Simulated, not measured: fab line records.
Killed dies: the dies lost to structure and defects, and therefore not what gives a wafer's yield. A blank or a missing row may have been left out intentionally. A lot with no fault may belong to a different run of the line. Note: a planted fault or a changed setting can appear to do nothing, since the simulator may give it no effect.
The same fault as seen by 2 desks || flow sky130 || every desk sees just its own numbers, and what lay behind them comes last

== FROM THE METROLOGY DESK ==
What the gauges read for every lot (on any tool): the sampled wafers with a number, averaged. Any lot whose mean is over 4 standard deviations away from the usual mean is out of limits and marked OUT; that distance is given in the brackets.
Columns: A = LI_CONTACT_W_THK at SKY_LI_CONTACT_THK_MEAS_23, usual 401 nm; B = LOCAL_INTERCONNECT_TIN_RS at SKY_LOCAL_INTERCONNECT_RS_MEAS_01, usual 14.06 ohm/sq
{"lot": "L591", "first seen here": "day 29 06:53", "A": 402, "B": 14.01}
{"lot": "L594", "first seen here": "day 30 12:29", "A": 393, "B": 13.84}
{"lot": "L596", "first seen here": "day 31 02:44", "A": 403, "B": 14.34}
{"lot": "L597", "first seen here": "day 31 16:10", "A": 401, "B": 13.96}
{"lot": "L598", "first seen here": "day 32 03:02", "A": 397, "B": 13.99}
{"lot": "L600", "first seen here": "day 32 10:16", "A": 389, "B": 14.02}
{"lot": "L602", "first seen here": "day 33 01:19", "A": 401, "B": 14.34}
{"lot": "L603", "first seen here": "day 33 08:54", "A": 393, "B": 13.86}
{"lot": "L605", "first seen here": "day 34 00:17", "A": 400, "B": 14.14}
{"lot": "L607", "first seen here": "day 35 00:46", "A": 400, "B": 13.72}
{"lot": "L608", "first seen here": "day 35 00:49", "A": 409, "B": 14.31}
{"lot": "L609", "first seen here": "day 35 02:01", "A": 398, "B": 14.09}
{"lot": "L614", "first seen here": "day 37 04:48", "A": 410, "B": 13.87}
Finding of this desk: none of the 13 lots has anything out of limits.

== FOR THE TOOL OWNER'S DESK: rieMetal-03 ==
The tool's own readings at SKY_LOCAL_INTERCONNECT_METAL_ETCH_14 (etches TiN in Cl2/BCl3, stops on PSG, target depth 110 nm, time 31.4 s): means of the sampled wafers that have a number, for each lot that ran on this tool. Any lot whose mean is over 4 standard deviations away from the usual mean is out of limits and marked OUT; that distance is given in the brackets.
Columns: A = drypumpMotorCurrentA at SKY_LOCAL_INTERCONNECT_METAL_ETCH_14, usual 5.8 A; B = oesProductAu at SKY_LOCAL_INTERCONNECT_METAL_ETCH_14, usual 0.944 a.u.; C = runLengthS at SKY_LOCAL_INTERCONNECT_METAL_ETCH_14, usual 59.8 s; D = throttleValvePct at SKY_LOCAL_INTERCONNECT_METAL_ETCH_14, usual 21.899 %
{"lot": "L591", "first seen here": "day 30 11:39", "A": 5.5, "B": 0.948, "C": 59.4, "D": 21.893}
{"lot": "L594", "first seen here": "day 31 16:49", "A": 5.5, "B": 0.948, "C": 59.4, "D": 21.897}
{"lot": "L596", "first seen here": "day 32 06:10", "A": 5.5, "B": 0.935, "C": 59.6, "D": 21.920}
{"lot": "L605", "first seen here": "day 35 02:33", "A": 5.6, "B": 0.942, "C": 59.4, "D": 21.905}
{"lot": "L607", "first seen here": "day 36 03:17", "A": 5.6, "B": "0.992 (+4.9) OUT", "C": "57.1 (-6.7) OUT", "D": 21.875}
{"lot": "L608", "first seen here": "day 36 03:51", "A": 5.5, "B": 0.977, "C": "57.1 (-6.8) OUT", "D": 21.883}
This desk's finding: out of limits on L607, L608; first on L607, day 36 03:17 (oesProductAu at SKY_LOCAL_INTERCONNECT_METAL_ETCH_14). Within limits: L591, L594, L596, L605.

== PUT TOGETHER ==
At day 36 03:17, on L607, L608, the tool owner's desk was in a position to raise an alarm.
From the metrology desk's view, nothing was out of limits.
The metrology desk has L607, L608 on record, within its limits.
Of the lots named, all ran SKY_LOCAL_INTERCONNECT_METAL_ETCH_14 on rieMetal-03.

== WHAT THE SIMULATOR HAD INSERTED ==
rieMetal-03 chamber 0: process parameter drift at SKY_LOCAL_INTERCONNECT_METAL_ETCH_14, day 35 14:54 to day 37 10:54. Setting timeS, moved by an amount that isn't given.
Struck lots among those shown: L607, L608.
How many hours passed from the start of the fault until each desk's first out-of-limits reading: the tool owner's desk, 12.
